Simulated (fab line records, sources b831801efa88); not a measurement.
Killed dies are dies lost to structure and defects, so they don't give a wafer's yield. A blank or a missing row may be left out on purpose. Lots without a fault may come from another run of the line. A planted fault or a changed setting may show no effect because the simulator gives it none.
One fault seen from 2 desks | flow gf180mcu | each desk has only its own numbers; what lay behind them comes last

THE METROLOGY DESK
What the gauges read, lot by lot, whatever tool the lot ran on: means of the sampled wafers that have a number. A lot is out of limits, marked OUT, if its mean lies more than 4 standard deviations from the usual mean; the brackets give that distance. Of its 9 readings 7 are shown: those that lie furthest out on some lot.
Columns: A = CONTACT_W_RS at GF_CONTACT_RS_MEAS_25, usual 0.381 ohm/sq; B = M1_ALCU_RS at GF_M1_RS_MEAS_05, usual 0.0698 ohm/sq; C = M1_ALCU_THK at GF_M1_THK_MEAS_06, usual 445 nm; D = cd_nm at GF_M1_CD_MEAS_14, usual 230.0 nm; E = M1_OVL at GF_M1_OVL_MEAS_15, usual -2 nm; F = V1_CVD_00_THK at GF_V1_THK_MEAS_01, usual 598 nm; G = V1_CVD_02_THK at GF_V1_THK_MEAS_03, usual 847 nm
lot  | first seen here | A     | B      | C   | D     | E  | F   | G
L406 | day 17 09:07    | 0.373 | 0.0708 | 435 | 230.0 | 5  | 603 | 842
L413 | day 20 04:47    | 0.385 | 0.0703 | 436 | 230.5 | -5 | 606 | 846
L414 | day 20 08:04    | 0.381 | 0.0692 | 443 | 232.0 | 2  | 593 | 857
L423 | day 23 08:57    | 0.383 | 0.0703 | 445 | 229.4 | -7 | 596 | 838
L425 | day 24 02:41    | 0.382 | 0.0683 | 455 | 231.9 | -2 | 607 | 841
L426 | day 24 04:33    | 0.379 | 0.0701 | 443 | 229.7 | 4  | 598 | 858
This desk's finding: nothing out of limits on any of the 6 lots.

THE TOOL OWNER'S DESK: pvd_sputter-04
The tool's own readings at GF_M1_SPUTTER_04 (material TiN, target thk 50 nm, time 41.7 s): means of the sampled wafers that have a number, for each lot that ran on this tool. A lot is out of limits, marked OUT, if its mean lies more than 4 standard deviations from the usual mean; the brackets give that distance.
Columns: A = chamber_pressure_pa at GF_M1_SPUTTER_04, usual 0.4000 Pa; B = throttle_valve_pct at GF_M1_SPUTTER_04, usual 30.2 %
lot  | first seen here | A                | B
L413 | day 20 05:27    | 0.3346 (-80) OUT | 33.2
L414 | day 20 08:41    | 0.3353 (-79) OUT | 33.3
L423 | day 23 09:34    | 0.3993           | 30.3
This desk's finding: out of limits on L413, L414; first on L413, day 20 05:27 (chamber_pressure_pa at GF_M1_SPUTTER_04). In limits: L423.

PUT TOGETHER
The tool owner's desk could have raised an alarm at day 20 05:27, on L413, L414.
The metrology desk saw nothing out of limits.
The metrology desk has L413, L414 on record, within its limits.
Of the lots named, all ran GF_M1_SPUTTER_04 on pvd_sputter-04.

WHAT THE SIMULATOR HAD PUT IN
Process parameter drift: pvd_sputter-04, from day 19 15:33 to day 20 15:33, at GF_M1_SPUTTER_04. Setting chamber_pressure_pa, moved by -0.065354, from 0.4. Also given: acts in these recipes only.
Lots struck among those shown: L413, L414.
Hours from the fault's start to each desk's first reading out of limits: the tool owner's desk, 14.
